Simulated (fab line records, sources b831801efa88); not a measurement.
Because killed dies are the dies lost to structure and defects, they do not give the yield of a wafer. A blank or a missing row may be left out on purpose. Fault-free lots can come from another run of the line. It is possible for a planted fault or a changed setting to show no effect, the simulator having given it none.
A sampling plan put to the test / flow gf180mcu / one fab line, 11 faults that these records tell of, each judged on the records of the lots that it struck
The plan is the line's own looks: the steps of the route at which a gauge or an inspection reads the wafer and doesn't change it. A look is open to judgement when struck wafers have a number at it and the file gives its usual mean and standard deviation on fault-free wafers. Caught: 4 or more of those standard deviations (sigma) separate the usual mean from the mean of the struck wafers at a look after the fault's first step. On the tool: the same test on the tool's own readings at the fault's steps. A different recipe on the struck wafers counts as caught too, as does a record blank only for those wafers.

== THE FAULTS, as the simulator had put them in ==
1. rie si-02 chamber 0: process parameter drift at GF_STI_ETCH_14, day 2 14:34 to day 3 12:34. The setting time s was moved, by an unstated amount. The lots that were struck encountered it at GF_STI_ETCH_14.
2. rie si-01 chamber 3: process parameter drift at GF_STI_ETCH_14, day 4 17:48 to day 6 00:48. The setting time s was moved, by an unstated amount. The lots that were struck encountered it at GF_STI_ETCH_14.
3. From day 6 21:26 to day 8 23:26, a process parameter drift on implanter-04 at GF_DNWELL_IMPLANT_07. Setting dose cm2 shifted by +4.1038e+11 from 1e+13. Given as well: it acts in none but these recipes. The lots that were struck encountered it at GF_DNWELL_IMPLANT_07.
4. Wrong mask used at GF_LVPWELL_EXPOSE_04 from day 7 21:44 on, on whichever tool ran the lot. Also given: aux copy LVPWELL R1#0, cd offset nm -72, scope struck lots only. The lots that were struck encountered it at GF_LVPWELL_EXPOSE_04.
5. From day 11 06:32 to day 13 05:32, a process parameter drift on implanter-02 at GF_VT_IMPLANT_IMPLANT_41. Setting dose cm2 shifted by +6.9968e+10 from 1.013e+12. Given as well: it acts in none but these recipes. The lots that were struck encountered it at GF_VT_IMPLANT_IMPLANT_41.
6. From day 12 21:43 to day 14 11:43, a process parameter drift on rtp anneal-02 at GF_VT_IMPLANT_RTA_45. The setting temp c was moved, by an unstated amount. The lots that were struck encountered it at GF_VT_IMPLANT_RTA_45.
7. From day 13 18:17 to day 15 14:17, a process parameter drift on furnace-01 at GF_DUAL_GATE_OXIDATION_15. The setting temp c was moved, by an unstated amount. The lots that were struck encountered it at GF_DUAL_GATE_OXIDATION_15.
8. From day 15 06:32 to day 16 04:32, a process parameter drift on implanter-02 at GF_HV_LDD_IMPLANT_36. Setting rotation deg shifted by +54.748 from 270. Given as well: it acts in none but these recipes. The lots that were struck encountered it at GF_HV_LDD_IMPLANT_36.
9. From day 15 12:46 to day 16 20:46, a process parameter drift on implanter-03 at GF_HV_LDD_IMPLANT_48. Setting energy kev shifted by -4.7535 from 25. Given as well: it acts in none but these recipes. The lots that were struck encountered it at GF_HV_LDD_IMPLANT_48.
10. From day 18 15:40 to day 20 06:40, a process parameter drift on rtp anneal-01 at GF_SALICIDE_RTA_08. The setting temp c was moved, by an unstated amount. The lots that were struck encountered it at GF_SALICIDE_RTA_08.
11. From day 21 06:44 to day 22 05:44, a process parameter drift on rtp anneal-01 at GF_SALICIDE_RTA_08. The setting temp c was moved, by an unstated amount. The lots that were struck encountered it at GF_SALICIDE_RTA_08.

== WHAT THE PLAN SAW ==
fault=1; on the tool itself=run length s -26 sigma; first look that catches it=not the one look that can be judged after it; reading, sigma=-; median hours from its first step to that look=-; hours from the fault's start to the first struck lot there=-; judged looks passed uncaught=1
fault=2; on the tool itself=run length s -23 sigma; first look that catches it=not the one look that can be judged after it; reading, sigma=-; median hours from its first step to that look=-; hours from the fault's start to the first struck lot there=-; judged looks passed uncaught=1
fault=3; on the tool itself=dose ions cm2 +42 sigma; first look that catches it=not the one look that can be judged after it; reading, sigma=-; median hours from its first step to that look=-; hours from the fault's start to the first struck lot there=-; judged looks passed uncaught=1
fault=4; on the tool itself=no reading that can be judged; first look that catches it=not the one look that can be judged after it; reading, sigma=-; median hours from its first step to that look=-; hours from the fault's start to the first struck lot there=-; judged looks passed uncaught=1
fault=5; on the tool itself=dose ions cm2 +73 sigma; first look that catches it=not the one look that can be judged after it; reading, sigma=-; median hours from its first step to that look=-; hours from the fault's start to the first struck lot there=-; judged looks passed uncaught=1
fault=6; on the tool itself=wafer_temp_C_max -81 sigma; first look that catches it=not the one look that can be judged after it; reading, sigma=-; median hours from its first step to that look=-; hours from the fault's start to the first struck lot there=-; judged looks passed uncaught=1
fault=7; on the tool itself=tube center temp C +99 or beyond sigma; first look that catches it=no look after it can be judged; reading, sigma=-; median hours from its first step to that look=-; hours from the fault's start to the first struck lot there=-; judged looks passed uncaught=0
fault=8; on the tool itself=rotation deg +99 or beyond sigma; first look that catches it=not the one look that can be judged after it; reading, sigma=-; median hours from its first step to that look=-; hours from the fault's start to the first struck lot there=-; judged looks passed uncaught=1
fault=9; on the tool itself=beam energy keV -99 or beyond sigma; first look that catches it=none of the 2 looks that can be judged after it; reading, sigma=-; median hours from its first step to that look=-; hours from the fault's start to the first struck lot there=-; judged looks passed uncaught=2
fault=10; on the tool itself=wafer_temp_C_max -87 sigma; first look that catches it=not the one look that can be judged after it; reading, sigma=-; median hours from its first step to that look=-; hours from the fault's start to the first struck lot there=-; judged looks passed uncaught=1
fault=11; on the tool itself=wafer_temp_C_max +99 or beyond sigma; first look that catches it=not the one look that can be judged after it; reading, sigma=-; median hours from its first step to that look=-; hours from the fault's start to the first struck lot there=-; judged looks passed uncaught=1
A dash: the fault is not caught, or the number is missing from these records.

Caught at a look: 0 of 11. Caught on the tool: 10 of 11. By one or the other: 10 of 11.
Caught on the tool alone: faults 1, 2, 3, 5, 6, 7, 8, 9, 10, 11.
Caught by neither: fault 4.
